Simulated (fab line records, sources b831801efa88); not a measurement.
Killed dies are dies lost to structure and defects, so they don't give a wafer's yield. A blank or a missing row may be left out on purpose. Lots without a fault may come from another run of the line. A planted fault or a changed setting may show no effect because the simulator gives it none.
Chamber matching | flow sky130 | SKY_POLY_GATE_ETCH_17 on rie_si-02: 4 sister chambers
The step etches poly-Si in HBr/Cl2, stops on SiO2, target depth 180 nm, time 70.5 s. 16 wafers are shown with their chamber, then 8 later ones without.

WAFERS WITH THEIR CHAMBER
wafer  | chamber | drypump_motor_current_A (A) | bias_w (W) | oes_product_au (a.u.)
L827.4 | 3       | 6.5                         | 99.57      | 0.995
L827.5 | 3       | 6.5                         | 99.48      | 0.990
L827.6 | 2       | 5.6                         | 99.92      | 0.987
L828.2 | 1       | 6.1                         | 99.89      | 0.983
L828.5 | 1       | 6.1                         | 99.86      | 0.987
L828.6 | 2       | 5.5                         | 100.07     | 0.986
L831.2 | 3       | 6.5                         | 99.92      | 0.987
L831.4 | 2       | 5.6                         | 99.82      | 0.988
L831.6 | 1       | 6.1                         | 99.40      | 0.985
L832.2 | 2       | 5.6                         | 100.09     | 0.973
L832.4 | 1       | 6.1                         | 99.68      | 0.979
L832.6 | 0       | 6.4                         | 99.85      | 0.976
L844.1 | 0       | 6.4                         | 99.74      | 0.990
L844.2 | 2       | 5.6                         | 100.04     | 0.986
L844.3 | 1       | 6.1                         | 99.30      | 0.986
L845.3 | 0       | 6.4                         | 99.76      | 0.977

SIGNATURES (means of the wafers above)
reading                 | chamber 0 | chamber 1 | chamber 2 | chamber 3 | scatter within a chamber
drypump_motor_current_A | 6.400     | 6.100     | 5.580     | 6.500     | 0.0258
bias_w                  | 99.7833   | 99.6260   | 99.9880   | 99.6567   | 0.194
oes_product_au          | 0.98100   | 0.98400   | 0.98400   | 0.99067   | 0.00539
Rule: a wafer's distance from a chamber is the root of the sum, over the readings, of the square of ((its reading less the chamber's mean) divided by the reading's scatter). The wafer belongs to the nearest chamber; if the next one is less than 2 further off, it can't be placed. The scatter: the root of (the sum of the squares of (reading less its chamber's mean) over the shown wafers, divided by (wafers less chambers)).

WAFERS WITHOUT THEIR CHAMBER
wafer  | drypump_motor_current_A (A) | bias_w (W) | oes_product_au (a.u.)
L845.4 | 6.1                         | 100.47     | 0.989
L845.5 | 5.6                         | 100.00     | 0.978
L848.4 | 6.5                         | 99.82      | 0.992
L848.5 | 6.5                         | 99.72      | 0.989
L848.6 | 5.6                         | 99.78      | 0.978
L850.1 | 6.4                         | 100.23     | 0.983
L850.2 | 6.1                         | 99.98      | 0.985
L850.4 | 6.5                         | 100.75     | 0.979

WHICH CHAMBER EACH WENT THROUGH
wafer  | from the rows above     | in truth
L845.4 | 1                       | 1
L845.5 | 2                       | 2
L848.4 | 3                       | 3
L848.5 | 3                       | 3
L848.6 | 2                       | 2
L850.1 | 0                       | 0
L850.2 | 1                       | 1
L850.4 | can't be placed: 3 or 0 | 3
Placed correctly: 7 of 8. Can't be placed from these rows: 1 (the true chamber is among the candidates in 1). Placed wrongly: 0.
